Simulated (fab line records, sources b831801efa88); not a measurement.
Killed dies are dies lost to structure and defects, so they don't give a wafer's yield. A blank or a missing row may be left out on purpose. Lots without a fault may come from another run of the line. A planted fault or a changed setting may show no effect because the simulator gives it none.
Chamber matching | flow gf180mcu | GF_V5_CMP_26 on cmp-02: 4 sister chambers
The step polishes, stops on SiO2, t overpolish 15 s, target thk 0 nm. 4 wafers are shown with their chamber, then 6 later ones without.

WAFERS WITH THEIR CHAMBER
wafer  | chamber | motor_current_A (A)
L765.3 | 1       | 13.2
L777.5 | 3       | 11.2
L779.4 | 0       | 12.7
L779.6 | 2       | 12.8

WAFERS WITHOUT THEIR CHAMBER
wafer  | motor_current_A (A)
L780.2 | 13.3
L780.3 | 12.1
L780.6 | 11.1
L781.1 | 10.9
L781.2 | 12.9
L781.3 | 12.7

WHICH CHAMBER EACH WENT THROUGH
wafer  | from the rows above               | in truth
L780.2 | can't be placed: 1 or 2 or 0      | 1
L780.3 | can't be placed: 0 or 2 or 3 or 1 | 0
L780.6 | 3                                 | 3
L781.1 | 3                                 | 3
L781.2 | can't be placed: 2 or 0 or 1      | 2
L781.3 | can't be placed: 0 or 2 or 1      | 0
Placed correctly: 2 of 6. Can't be placed from these rows: 4 (the true chamber is among the candidates in 4). Placed wrongly: 0.
How it was worked out, from the rows above alone: a wafer's distance from a chamber is the root of the sum, over the readings, of the square of ((its reading less the chamber's mean) divided by the reading's scatter). The wafer belongs to the nearest chamber; if the next one is less than 2 further off, it can't be placed. A chamber's mean is the mean of its shown wafers. The scatter: with one shown wafer a chamber, the root of the mean of the squares of how far each hidden wafer lies from its nearest shown one.
